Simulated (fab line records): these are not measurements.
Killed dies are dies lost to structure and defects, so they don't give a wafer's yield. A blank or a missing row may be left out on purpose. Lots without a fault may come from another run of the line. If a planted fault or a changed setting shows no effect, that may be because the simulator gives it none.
Comparing a struck lot with a sound one -- flow sky130 -- 17 out of 708 route steps
Sound: the wafers L222.4, L222.5, L222.6. The struck wafers were L238.4, L238.5, L238.6. The cause is given at the end.
For every step that has rows: the tool of each side, followed by ch and its chambers, followed by its first start. Under that, the readings that differ: sound wafers -- struck wafers -- difference of the means -- sigmas: that difference in standard deviations of wafers without a fault.
alike: readings whose means differ by less than 2 such deviations, and words and numbers that are the same on both sides. not compared: withheld readings, readings that some wafer has no value for, bounds like >300 that may hide the same value, and numbers for which the record gives no deviation and whose values overlap.
A row with sigmas, a row that says differs or no value, or rows on one side alone: a step with any of these is where the two part. Non-overlapping numbers with no deviation appear without sigmas and do not part them. Lack of a reading on every wafer of one side parts them only where that side has two or more wafers.

SKY_LDD_P_OVL_MEAS_08:
  struck on overlay-02, day 25 02:53; sound on overlay-01, day 20 13:08
  alike: LDD_P_OVL
after that, 1 step had no rows for these wafers: SKY_LDD_P_IMPLANT_09.
SKY_LDD_P_STRIP_10: strips in O2/N2.
  sound on plasma-asher-01 ch 0,1, day 20 13:20; struck on plasma-asher-04 ch 0,1, day 25 03:05
  alike: drypump-motor-current-A, oes-product-au, strip-time-to-endpoint-s
  not compared: rf-hours-counter-h
SKY_LDD_P_TW_MEAS_11:
  struck on film-metro-03, day 25 03:11; sound on film-metro-02, day 20 13:26
  alike: LDD_P_TW
then, 7 steps without rows for these wafers: SKY_LDD_HVN_DEHYDRATE_00 (time 60 s); SKY_LDD_HVN_HMDS_01 (prime time 60 s); SKY_LDD_HVN_COAT_02 (resist thk 300 nm); SKY_LDD_HVN_SOFTBAKE_03 (time 60 s); SKY_LDD_HVN_EXPOSE_04 (exposes mask HVNTM, target cd 700 nm); SKY_LDD_HVN_PEB_05; SKY_LDD_HVN_DEVELOP_06 (develop time 60 s).
SKY_LDD_HVN_OVL_MEAS_07:
  struck on overlay-01, day 26 08:51; sound on overlay-01, day 21 20:21
  alike: LDD_HVN_OVL
SKY_LDD_HVN_IMPLANT_08:
  sound on implanter-03 ch 0, day 21 20:27; struck on implanter-03 ch 0, day 26 08:57
reading,sound,struck,difference,sigmas
dose-ions-cm2,3.001e+13 3.003e+13 3e+13,1.8e+13 1.801e+13 1.8e+13,-1.2e+13,-99 or more
faraday-current-uA,171 171 167,104 100 103,-67,-20
SKY_LDD_HVN_STRIP_09: strips in O2/N2.
  sound on plasma-asher-03 ch 0,1, day 21 20:33; struck on plasma-asher-04 ch 0,1, day 26 09:03
  alike: drypump-motor-current-A, oes-product-au, strip-time-to-endpoint-s
  not compared: rf-hours-counter-h
SKY_LDD_HVN_TW_MEAS_10:
  struck on film-metro-03, day 26 09:09; sound on film-metro-03, day 21 20:39
reading,sound,struck,difference,sigmas
LDD_HVN_TW,1444 1433 1441,1227 1228 1220,-214,-12
then, 1 step without rows for these wafers: SKY_LDD_HVP_DEHYDRATE_00 (time 60 s).
-- record jumps: 23 days separate the struck wafers' starts on either side; left off in module LDD_HVP, taken up again in module PAD_OPEN, whose first shown step is the route's number 708 --
SKY_PAD_OPEN_PROBE_99:
  struck on prober-02, day 49 17:25; sound on prober-02, day 46 15:43
reading,sound,struck,difference,sigmas
model.etest.tip_n_5v.rs-ohm-sq,1423 1418 1423,2041 2042 2058,+626,
model.etest.nfet-g5v0d10v5.r-on-ohm-um,1880 1864 1876,1968 1967 1928,+81,
model.etest.tip_n_5v.rs-ohm-sq-range,23.45 39.15 20.88,54.82 64.87 49.31,+28.51,
model.etest.nfet-g5v0d10v5.drive-ua-um,608.7 615.7 604.1,588 595.1 597.9,-16,
model.etest.nfet-g5v0d10v5.vt-sat-v (V),0.7678 0.7666 0.7784,0.7957 0.7884 0.7859,+0.0191,
  alike: killed_at_M0_to_M3, killed_at_M4_up, killed-at-contacts, killed-at-front-end, killed-at-other, killed-dies, killed-open, killed-short
  not compared: model.etest.nfet_05v0_nvt.drive-ua-um, model.etest.ring_5v.delay-ps, model.etest.nfet-g5v0d10v5.vt-v

WHERE THEY PART
At SKY_LDD_HVN_IMPLANT_08 first; at SKY_LDD_HVN_TW_MEAS_10 last (within this record only). Later steps at which nothing parts them and some readings are alike: SKY_PAD_OPEN_PROBE_99.

WHY: whatever the simulator had introduced
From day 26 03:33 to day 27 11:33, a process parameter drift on implanter-03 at SKY_LDD_HVN_IMPLANT_08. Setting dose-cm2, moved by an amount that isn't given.
